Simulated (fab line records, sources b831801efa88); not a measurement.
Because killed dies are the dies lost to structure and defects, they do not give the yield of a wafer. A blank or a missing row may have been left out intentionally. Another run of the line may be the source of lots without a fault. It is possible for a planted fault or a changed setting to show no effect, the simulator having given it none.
fab line records || flow sky130
[record] {"lots": 7, "wafers": 21, "last-day": 50}
route steps=708 shown RES_XHIGH@335 SD_N@342
lots that met no fault: taken from a fault-free run of the same line
start-h: hours from the record's first day to the start of the lot's first wafer shown || wait-h: hours since the lot's step before || " the same as in the row above || L1.1+2: one row covering several wafers at once || - either no value or no given start || * or withheld: withheld || < > ~ a bound
route shown NAME@n: NAME is a module with steps in the file, n the number in the route of the first one || usual: mean and standard deviation over wafers with no fault || same: alike in all rows || chamber/n: place in a boat || sites: readings site by site || _std_site: their standard deviation || _edge_site: mean of outer sites minus mean of inner sites || radius-mm: for every site, how far away it sits from the centre of the wafer || mask NAME#n: copy n || behind: the last tool/chamber to shape the wafer || hold: the reason the lot was held/the length of the hold in hours/how it ended || device: which transistor (n, p or np) failed to switch || end of line: at the end of the route, the tests of the same wafers || where a step has no rows: the recipe by itself || killed: not the wafer's yield, but the dies lost to structure and defects at the first sort || map: per-die view of a wafer (x killed, . not killed, _ where there is no die)
set.NAME: the run value of the setting; set.NAME@STEP: its run value at that earlier step || model.NAME: the simulator's own value behind a step, which no gauge read
lots seen at some steps along the route; tables by step, rows by wafer
services: a tool's chamber out of use, with start hour (start-h, from the record's first day; less than 0 if before it), hours out, and reason
[[steps]]
[step SKY_RES_XHIGH_SOFTBAKE_03]
[recipe] {"temp-c": 90, "time-s": 60, "resist": "NOVOLAK"}
[step SKY_RES_XHIGH_EXPOSE_04]
[recipe] {"mask-id": "URPM", "na": 0.6, "source-shape": "conventional", "sigma-outer": 0.6, "polarization": "unpolarized", "target-cd-nm": 1270, "dose-mj": 140}
[step SKY_RES_XHIGH_PEB_05]
[recipe] {"temp-c": "withheld", "time-s": "*", "resist": "NOVOLAK"}
[step SKY_RES_XHIGH_DEVELOP_06]
[recipe] {"resist": "NOVOLAK", "developer": "TMAH", "develop-time-s": 60, "dev-temp-c": 23}
[step SKY_RES_XHIGH_IMPLANT_07]
[recipe] {"species": "BF2", "energy-kev": 20, "dose-cm2": 3.6e+14, "tilt-deg": 0}
[step SKY_RES_XHIGH_STRIP_08]
[recipe] {"chemistry": "O2/N2", "power-w": 1400, "pressure-mtorr": 1500, "platen-temp-c": "withheld", "o2-flow-sccm": 3000, "n2-flow-sccm": 300, "overash-fraction": 0.5}
[usual] {"drypump-motor-current-A": "5.6/0.4", "n2-flow-sccm": "299.8/0.83", "oes-product-au": "0.711/0.0044", "strip-time-to-endpoint-s": "14.26/0.044"}
{"lot.wafer": "L521.4", "tool": "plasma-asher-04", "chamber": 1, "start-h": 615.48, "wait-h": 0.1, "drypump-motor-current-A": 5.7, "n2-flow-sccm": 299.9, "oes-product-au": 0.712, "rf-hours-counter-h": "-", "strip-time-to-endpoint-s": 14.32}
{"lot.wafer": "L521.5", "tool": "plasma-asher-04", "chamber": 0, "start-h": 615.48, "wait-h": 0.1, "drypump-motor-current-A": 6.2, "n2-flow-sccm": 298.4, "oes-product-au": 0.721, "rf-hours-counter-h": "-", "strip-time-to-endpoint-s": 14.35}
{"lot.wafer": "L521.6", "tool": "plasma-asher-04", "chamber": 1, "start-h": 615.48, "wait-h": 0.1, "drypump-motor-current-A": 5.7, "n2-flow-sccm": 298.7, "oes-product-au": 0.713, "rf-hours-counter-h": "-", "strip-time-to-endpoint-s": 14.39}
{"lot.wafer": "L529.3", "tool": "plasma-asher-04", "chamber": 0, "start-h": 685.45, "wait-h": 0.1, "drypump-motor-current-A": 6.1, "n2-flow-sccm": 298.8, "oes-product-au": 0.718, "rf-hours-counter-h": "-", "strip-time-to-endpoint-s": 14.25}
{"lot.wafer": "L529.5", "tool": "plasma-asher-04", "chamber": 0, "start-h": 685.45, "wait-h": 0.1, "drypump-motor-current-A": 6.1, "n2-flow-sccm": 300.1, "oes-product-au": 0.707, "rf-hours-counter-h": "-", "strip-time-to-endpoint-s": 14.25}
{"lot.wafer": "L529.6", "tool": "plasma-asher-04", "chamber": 1, "start-h": 685.45, "wait-h": 0.1, "drypump-motor-current-A": 5.7, "n2-flow-sccm": 298.8, "oes-product-au": 0.712, "rf-hours-counter-h": "-", "strip-time-to-endpoint-s": 14.27}
{"lot.wafer": "L540.1", "tool": "plasma-asher-04", "chamber": 1, "start-h": 768.55, "wait-h": 0.1, "drypump-motor-current-A": 5.6, "n2-flow-sccm": 301.2, "oes-product-au": 0.709, "rf-hours-counter-h": 89, "strip-time-to-endpoint-s": 14.28}
{"lot.wafer": "L540.2", "tool": "plasma-asher-04", "chamber": 0, "start-h": 768.55, "wait-h": 0.1, "drypump-motor-current-A": 6.1, "n2-flow-sccm": 300.6, "oes-product-au": 0.712, "rf-hours-counter-h": 89, "strip-time-to-endpoint-s": 14.31}
{"lot.wafer": "L540.5", "tool": "plasma-asher-04", "chamber": 0, "start-h": 768.55, "wait-h": 0.1, "drypump-motor-current-A": 6.1, "n2-flow-sccm": 300.2, "oes-product-au": 0.710, "rf-hours-counter-h": "-", "strip-time-to-endpoint-s": 14.26}
{"lot.wafer": "L541.1", "tool": "plasma-asher-03", "chamber": 0, "start-h": 773.79, "wait-h": 0.1, "drypump-motor-current-A": 5.4, "n2-flow-sccm": 300.2, "oes-product-au": 0.714, "rf-hours-counter-h": 66, "strip-time-to-endpoint-s": 14.23}
{"lot.wafer": "L541.2", "tool": "plasma-asher-03", "chamber": 1, "start-h": 773.79, "wait-h": 0.1, "drypump-motor-current-A": 5.0, "n2-flow-sccm": 300.6, "oes-product-au": 0.714, "rf-hours-counter-h": 66, "strip-time-to-endpoint-s": 14.27}
{"lot.wafer": "L541.5", "tool": "plasma-asher-03", "chamber": 1, "start-h": 773.79, "wait-h": 0.1, "drypump-motor-current-A": 5.0, "n2-flow-sccm": 300.7, "oes-product-au": 0.720, "rf-hours-counter-h": "-", "strip-time-to-endpoint-s": 14.24}
{"lot.wafer": "L542.2", "tool": "plasma-asher-02", "chamber": 1, "start-h": 777.07, "wait-h": 0.1, "drypump-motor-current-A": 5.1, "n2-flow-sccm": 299.5, "oes-product-au": 0.710, "rf-hours-counter-h": 4, "strip-time-to-endpoint-s": 14.27}
{"lot.wafer": "L542.3", "tool": "plasma-asher-02", "chamber": 0, "start-h": 777.07, "wait-h": 0.1, "drypump-motor-current-A": 5.6, "n2-flow-sccm": 299.0, "oes-product-au": 0.707, "rf-hours-counter-h": "-", "strip-time-to-endpoint-s": 14.28}
{"lot.wafer": "L542.4", "tool": "plasma-asher-02", "chamber": 1, "start-h": 777.07, "wait-h": 0.1, "drypump-motor-current-A": 5.2, "n2-flow-sccm": 299.5, "oes-product-au": 0.714, "rf-hours-counter-h": "-", "strip-time-to-endpoint-s": 14.26}
{"lot.wafer": "L543.3", "tool": "plasma-asher-04", "chamber": 1, "start-h": 785.28, "wait-h": 0.1, "drypump-motor-current-A": 5.7, "n2-flow-sccm": 299.1, "oes-product-au": 0.713, "rf-hours-counter-h": "-", "strip-time-to-endpoint-s": 14.25}
{"lot.wafer": "L543.4", "tool": "plasma-asher-04", "chamber": 0, "start-h": 785.28, "wait-h": 0.1, "drypump-motor-current-A": 6.2, "n2-flow-sccm": 299.0, "oes-product-au": 0.714, "rf-hours-counter-h": "-", "strip-time-to-endpoint-s": 14.22}
{"lot.wafer": "L543.6", "tool": "plasma-asher-04", "chamber": 0, "start-h": 785.28, "wait-h": 0.1, "drypump-motor-current-A": 6.1, "n2-flow-sccm": 298.7, "oes-product-au": 0.707, "rf-hours-counter-h": "-", "strip-time-to-endpoint-s": 14.23}
{"lot.wafer": "L544.2", "tool": "plasma-asher-02", "chamber": 0, "start-h": 792.37, "wait-h": 0.1, "drypump-motor-current-A": 5.6, "n2-flow-sccm": 301.1, "oes-product-au": 0.707, "rf-hours-counter-h": 5, "strip-time-to-endpoint-s": 14.19}
{"lot.wafer": "L544.3", "tool": "plasma-asher-02", "chamber": 1, "start-h": 792.37, "wait-h": 0.1, "drypump-motor-current-A": 5.2, "n2-flow-sccm": 300.3, "oes-product-au": 0.713, "rf-hours-counter-h": "-", "strip-time-to-endpoint-s": 14.22}
{"lot.wafer": "L544.6", "tool": "plasma-asher-02", "chamber": 1, "start-h": 792.37, "wait-h": 0.1, "drypump-motor-current-A": 5.2, "n2-flow-sccm": 300.0, "oes-product-au": 0.714, "rf-hours-counter-h": "-", "strip-time-to-endpoint-s": 14.19}
[step SKY_RES_XHIGH_TW_MEAS_09]
[usual] {"RES_XHIGH_TW": "1636/12"}
{"lot.wafer": "L521.4", "tool": "film-metro-03", "chamber": "-", "start-h": 615.58, "wait-h": 0.1, "RES_XHIGH_TW": 1635}
{"lot.wafer": "L521.5", "tool": "film-metro-03", "chamber": "-", "start-h": 615.58, "wait-h": 0.1, "RES_XHIGH_TW": 1638}
{"lot.wafer": "L521.6", "tool": "film-metro-03", "chamber": "-", "start-h": 615.58, "wait-h": 0.1, "RES_XHIGH_TW": 1640}
{"lot.wafer": "L529.3", "tool": "film-metro-04", "chamber": "-", "start-h": 685.54, "wait-h": 0.1, "RES_XHIGH_TW": 1651}
{"lot.wafer": "L529.5", "tool": "film-metro-04", "chamber": "-", "start-h": 685.54, "wait-h": 0.1, "RES_XHIGH_TW": 1652}
{"lot.wafer": "L529.6", "tool": "film-metro-04", "chamber": "-", "start-h": 685.54, "wait-h": 0.1, "RES_XHIGH_TW": 1646}
{"lot.wafer": "L540.1", "tool": "film-metro-03", "chamber": "-", "start-h": 768.65, "wait-h": 0.1, "RES_XHIGH_TW": 1636}
{"lot.wafer": "L540.2", "tool": "film-metro-03", "chamber": "-", "start-h": 768.65, "wait-h": 0.1, "RES_XHIGH_TW": 1638}
{"lot.wafer": "L540.5", "tool": "film-metro-03", "chamber": "-", "start-h": 768.65, "wait-h": 0.1, "RES_XHIGH_TW": 1636}
{"lot.wafer": "L541.1", "tool": "film-metro-03", "chamber": "-", "start-h": 773.89, "wait-h": 0.1, "RES_XHIGH_TW": 1642}
{"lot.wafer": "L541.2", "tool": "film-metro-03", "chamber": "-", "start-h": 773.89, "wait-h": 0.1, "RES_XHIGH_TW": 1640}
{"lot.wafer": "L541.5", "tool": "film-metro-03", "chamber": "-", "start-h": 773.89, "wait-h": 0.1, "RES_XHIGH_TW": 1631}
{"lot.wafer": "L542.2", "tool": "film-metro-03", "chamber": "-", "start-h": 777.18, "wait-h": 0.1, "RES_XHIGH_TW": 1627}
{"lot.wafer": "L542.3", "tool": "film-metro-03", "chamber": "-", "start-h": 777.18, "wait-h": 0.1, "RES_XHIGH_TW": 1635}
{"lot.wafer": "L542.4", "tool": "film-metro-03", "chamber": "-", "start-h": 777.18, "wait-h": 0.1, "RES_XHIGH_TW": 1636}
{"lot.wafer": "L543.3", "tool": "film-metro-01", "chamber": "-", "start-h": 785.38, "wait-h": 0.1, "RES_XHIGH_TW": 1608}
{"lot.wafer": "L543.4", "tool": "film-metro-01", "chamber": "-", "start-h": 785.38, "wait-h": 0.1, "RES_XHIGH_TW": 1608}
{"lot.wafer": "L543.6", "tool": "film-metro-01", "chamber": "-", "start-h": 785.38, "wait-h": 0.1, "RES_XHIGH_TW": 1612}
{"lot.wafer": "L544.2", "tool": "film-metro-03", "chamber": "-", "start-h": 792.48, "wait-h": 0.1, "RES_XHIGH_TW": 1627}
{"lot.wafer": "L544.3", "tool": "film-metro-03", "chamber": "-", "start-h": 792.48, "wait-h": 0.1, "RES_XHIGH_TW": 1631}
{"lot.wafer": "L544.6", "tool": "film-metro-03", "chamber": "-", "start-h": 792.48, "wait-h": 0.1, "RES_XHIGH_TW": 1637}
[step SKY_SD_N_DEHYDRATE_00]
[recipe] {"temp-c": 200, "time-s": 60}
[step SKY_SD_N_HMDS_01]
[recipe] {"prime-time-s": 60, "prime-temp-c": 120}
[step SKY_SD_N_COAT_02]
[recipe] {"resist": "NOVOLAK", "spin-rpm": 3000, "resist-thk-nm": 1140}
[step SKY_SD_N_SOFTBAKE_03]
[recipe] {"temp-c": 90, "time-s": 60, "resist": "NOVOLAK"}
[step SKY_SD_N_EXPOSE_04]
[recipe] {"mask-id": "NSDM", "na": 0.6, "source-shape": "conventional", "sigma-outer": 0.6, "polarization": "unpolarized", "target-cd-nm": 380, "dose-mj": 141}
[step SKY_SD_N_PEB_05]
[recipe] {"temp-c": "withheld", "time-s": "*", "resist": "NOVOLAK"}
[usual] {"chill-plate-temp-C": "*", "exhaust-pa": "45.1/0.89"}
{"lot.wafer": "L521.4", "tool": "litho-track-01", "chamber": 0, "start-h": 644.11, "wait-h": "-", "chill-plate-temp-C": "*", "exhaust-pa": 45.2}
{"lot.wafer": "L521.5", "tool": "litho-track-01", "chamber": 0, "start-h": 644.11, "wait-h": "-", "chill-plate-temp-C": "*", "exhaust-pa": 45.4}
{"lot.wafer": "L521.6", "tool": "litho-track-01", "chamber": 0, "start-h": 644.11, "wait-h": "-", "chill-plate-temp-C": "*", "exhaust-pa": 44.5}
{"lot.wafer": "L529.3", "tool": "litho-track-03", "chamber": 0, "start-h": 713.14, "wait-h": "-", "chill-plate-temp-C": "*", "exhaust-pa": 45.7}
{"lot.wafer": "L529.5", "tool": "litho-track-03", "chamber": 0, "start-h": 713.14, "wait-h": "-", "chill-plate-temp-C": "*", "exhaust-pa": 45.7}
{"lot.wafer": "L529.6", "tool": "litho-track-03", "chamber": 0, "start-h": 713.14, "wait-h": "-", "chill-plate-temp-C": "*", "exhaust-pa": 45.7}
{"lot.wafer": "L540.1", "tool": "litho-track-01", "chamber": "-", "start-h": 795.19, "wait-h": "-", "chill-plate-temp-C": "-", "exhaust-pa": "-"}
{"lot.wafer": "L540.2", "tool": "litho-track-01", "chamber": "-", "start-h": 795.19, "wait-h": "-", "chill-plate-temp-C": "-", "exhaust-pa": "-"}
{"lot.wafer": "L540.5", "tool": "litho-track-01", "chamber": "-", "start-h": 795.19, "wait-h": "-", "chill-plate-temp-C": "-", "exhaust-pa": "-"}
{"lot.wafer": "L541.1", "tool": "litho-track-01", "chamber": "-", "start-h": 799.29, "wait-h": "-", "chill-plate-temp-C": "-", "exhaust-pa": "-"}
{"lot.wafer": "L541.2", "tool": "litho-track-01", "chamber": "-", "start-h": 799.29, "wait-h": "-", "chill-plate-temp-C": "-", "exhaust-pa": "-"}
{"lot.wafer": "L541.5", "tool": "litho-track-01", "chamber": "-", "start-h": 799.29, "wait-h": "-", "chill-plate-temp-C": "-", "exhaust-pa": "-"}
{"lot.wafer": "L542.2", "tool": "litho-track-01", "chamber": "-", "start-h": 803.31, "wait-h": "-", "chill-plate-temp-C": "-", "exhaust-pa": "-"}
{"lot.wafer": "L542.3", "tool": "litho-track-01", "chamber": "-", "start-h": 803.31, "wait-h": "-", "chill-plate-temp-C": "-", "exhaust-pa": "-"}
{"lot.wafer": "L542.4", "tool": "litho-track-01", "chamber": "-", "start-h": 803.31, "wait-h": "-", "chill-plate-temp-C": "-", "exhaust-pa": "-"}
{"lot.wafer": "L543.3", "tool": "litho-track-03", "chamber": 0, "start-h": 811.09, "wait-h": "-", "chill-plate-temp-C": "*", "exhaust-pa": 45.4}
{"lot.wafer": "L543.4", "tool": "litho-track-03", "chamber": 0, "start-h": 811.09, "wait-h": "-", "chill-plate-temp-C": "*", "exhaust-pa": 44.3}
{"lot.wafer": "L543.6", "tool": "litho-track-03", "chamber": 0, "start-h": 811.09, "wait-h": "-", "chill-plate-temp-C": "*", "exhaust-pa": 46.0}
{"lot.wafer": "L544.2", "tool": "litho-track-03", "chamber": 0, "start-h": 818.31, "wait-h": "-", "chill-plate-temp-C": "*", "exhaust-pa": 45.7}
{"lot.wafer": "L544.3", "tool": "litho-track-03", "chamber": 0, "start-h": 818.31, "wait-h": "-", "chill-plate-temp-C": "*", "exhaust-pa": 45.1}
{"lot.wafer": "L544.6", "tool": "litho-track-03", "chamber": 0, "start-h": 818.31, "wait-h": "-", "chill-plate-temp-C": "*", "exhaust-pa": 44.6}
[step SKY_SD_N_DEVELOP_06]
[recipe] {"resist": "NOVOLAK", "developer": "TMAH", "develop-time-s": 60, "dev-temp-c": 23}
[[services]]
{"tool": "plasma-asher-04", "chamber": "-", "start-h": 640.62, "hours": 2.1, "kind": "repair"}
{"tool": "plasma-asher-04", "chamber": "-", "start-h": 642.76, "hours": 28.1, "kind": "pm"}
{"tool": "plasma-asher-02", "chamber": "-", "start-h": 668.92, "hours": 2.1, "kind": "repair"}
{"tool": "plasma-asher-04", "chamber": "-", "start-h": 698.60, "hours": 1.9, "kind": "repair"}
{"tool": "plasma-asher-02", "chamber": "-", "start-h": 733.75, "hours": 9.0, "kind": "pm"}
{"tool": "plasma-asher-02", "chamber": 0, "start-h": 733.75, "hours": 9.0, "kind": "vent-cycle"}
{"tool": "plasma-asher-02", "chamber": 1, "start-h": 733.75, "hours": 9.0, "kind": "vent-cycle"}
{"tool": "plasma-asher-04", "chamber": "-", "start-h": 739.16, "hours": 1.3, "kind": "repair"}
{"tool": "plasma-asher-02", "chamber": 0, "start-h": 742.75, "hours": "-", "kind": "clean"}
{"tool": "plasma-asher-02", "chamber": 1, "start-h": 742.75, "hours": "-", "kind": "clean"}
{"tool": "plasma-asher-03", "chamber": "-", "start-h": 756.18, "hours": 14.6, "kind": "pm"}
{"tool": "plasma-asher-04", "chamber": "-", "start-h": 817.59, "hours": 1.6, "kind": "repair"}
[[key]]
[first-sign] {"step": "SKY_SD_N_PEB_05", "reading": "tool-record", "direction": "missing"}
effect none on later readings
met-at SKY_SD_N_PEB_05
struck-wafers L540.1,L540.2,L540.5,L541.1,L541.2,L541.5,L542.2,L542.3,L542.4
sort-left-out L540.1,L540.2,L540.5,L541.1,L541.2,L541.5,L542.2,L542.3,L542.4
tester-left-out L540,L541,L542
onset-between 644.11 795.19
[fault] {"kind": "skipped-step-whole", "tool": "litho-track-01", "chamber": "-", "onset-h": 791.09, "steps": "SKY_SD_N_PEB_05", "scope": "struck-lots-only"}
// tester-left-out: of these lots the tester's yield and bins aren't shown, on N5 and GAA mostly nor the transistor test; their killed dies are dies lost to structure and defects alone, not to doping, threshold or leakage, so they don't give the yield
// sort-left-out: the simulated sort isn't trusted on such a fault, so these wafers' sort isn't shown, and their yield isn't known
